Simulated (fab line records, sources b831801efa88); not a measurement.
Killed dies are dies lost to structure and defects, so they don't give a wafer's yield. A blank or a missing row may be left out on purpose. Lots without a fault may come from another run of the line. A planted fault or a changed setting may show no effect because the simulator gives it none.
A struck lot beside a sound one | flow sky130 | 16 steps out of a route of 708
Sound: wafers L258.1, L258.2, L258.5. Struck: wafer L262.5. (L262.2, L262.4 of the same lot were not struck and are left out.) The cause comes at the end.
At each step with rows: each side's tool, then ch and its chambers, then its first start. Under that, the readings that differ: sound wafers | struck wafers | difference of the means | sigmas: that difference in standard deviations of wafers without a fault.
alike: readings whose means differ by less than 2 such deviations, and words and numbers that are the same on both sides. not compared: withheld readings, readings that some wafer has no value for, bounds like >300 that may hide the same value, and numbers for which the record gives no deviation and whose values overlap.
The two part at a step that has a row with sigmas, a row that says differs or no value, or rows on one side only. Numbers that don't overlap but have no deviation are shown without sigmas and don't part them. A reading that every wafer of one side lacks parts them only if that side has two wafers or more.

SKY_NWELL_RS_MEAS_29: measures by four-point-probe.
  sound on film_metro-01, day 9 06:36; struck on film_metro-03, day 10 08:43
  alike: NWELL_RS
SKY_NWELL_RS_MEAS_31: measures by four-point-probe.
  sound on film_metro-01, day 9 06:50; struck on film_metro-03, day 10 08:58
  alike: PWDE_RS
then, 7 steps without rows for these wafers: SKY_VT_ADJUST_HVTP_DEHYDRATE_00 (time 60 s); SKY_VT_ADJUST_HVTP_HMDS_01 (prime time 60 s); SKY_VT_ADJUST_HVTP_COAT_02 (resist thk 1140 nm); SKY_VT_ADJUST_HVTP_SOFTBAKE_03 (time 60 s); SKY_VT_ADJUST_HVTP_EXPOSE_04 (exposes mask HVTPM, target cd 380 nm); SKY_VT_ADJUST_HVTP_PEB_05; SKY_VT_ADJUST_HVTP_DEVELOP_06 (develop time 60 s).
SKY_VT_ADJUST_HVTP_CD_MEAS_07: target cd 380 nm.
  sound on cd_sem-01, day 10 03:18; struck on cd_sem-01, day 11 09:46
  alike: cd_nm
SKY_VT_ADJUST_HVTP_OVL_MEAS_08:
  sound on overlay-02, day 10 03:25; struck on overlay-01, day 11 09:53
  alike: VT_ADJUST_HVTP_OVL
SKY_VT_ADJUST_HVTP_IMPLANT_09:
  sound on implanter-01 ch 0, day 10 03:28; struck on implanter-03 ch 0, day 11 09:56
SKY_VT_ADJUST_HVTP_STRIP_10: strips in O2/N2.
  sound on plasma_asher-04 ch 0,1, day 10 03:37; struck on plasma_asher-04 ch 1, day 11 10:04
  alike: drypump_motor_current_A, o2_flow_sccm, oes_product_au, strip_time_to_endpoint_s
  not compared: rf_hours_counter_h
SKY_VT_ADJUST_HVTP_TW_MEAS_11:
  sound on film_metro-04, day 10 03:43; struck on film_metro-04, day 11 10:10
  reading           | sound          | struck | difference | sigmas
  VT_ADJUST_HVTP_TW | 1362 1361 1363 | 1287   | -75        | -6
then, 1 step without rows for these wafers: SKY_VT_ADJUST_LVTN_DEHYDRATE_00 (time 60 s).
-- the record jumps here: 39 days lie between the struck wafers' starts before and after (it left off in module VT_ADJUST_LVTN and takes up again in module PAD_OPEN, whose first step shown is number 708 of the route) --
SKY_PAD_OPEN_PROBE_99:
  sound on prober-01, day 50 05:35; struck on prober-02, day 50 10:53
  reading                                     | sound                | struck | difference | sigmas
  model.etest.tip_p.rs_ohm_sq                 | 6988 6958 6978       | 6172   | -803       |
  model.etest.tip_p.rs_ohm_sq_range           | 168 146.8 264        | 723.5  | +530.6     |
  model.etest.tip_p.rs_ohm_sq_rim_less_centre | -111.1 -77.62 -237.9 | 345.2  | +487.4     |
  model.etest.pfet_01v8.r_on_ohm_um           | 2857 2956 2915       | 2546   | -363       |
  model.etest.pfet_01v8.drive_ua_um           | 194.2 186.9 189.3    | 237    | +47        |
  model.etest.pfet_01v8_mvt.drive_ua_um       | 151.5 147.1 148.2    | 190.5  | +41.6      |
  model.etest.pfet_01v8.drive_ua_um_range     | 7.852 10.48 7.586    | 36.36  | +27.72     |
  model.etest.pfet_01v8_hvt.drive_ua_um       | 147.2 139.4 142.6    | 173.1  | +30.0      |
  alike: killed_at_M0_to_M3, killed_at_M4_up, killed_at_contacts, killed_at_front_end, killed_at_other, killed_dies, killed_open, killed_short

WHERE THEY PART
Only at SKY_VT_ADJUST_HVTP_TW_MEAS_11, within this record. Later steps at which nothing parts them and some readings are alike: SKY_PAD_OPEN_PROBE_99.

WHY: what the simulator had put in
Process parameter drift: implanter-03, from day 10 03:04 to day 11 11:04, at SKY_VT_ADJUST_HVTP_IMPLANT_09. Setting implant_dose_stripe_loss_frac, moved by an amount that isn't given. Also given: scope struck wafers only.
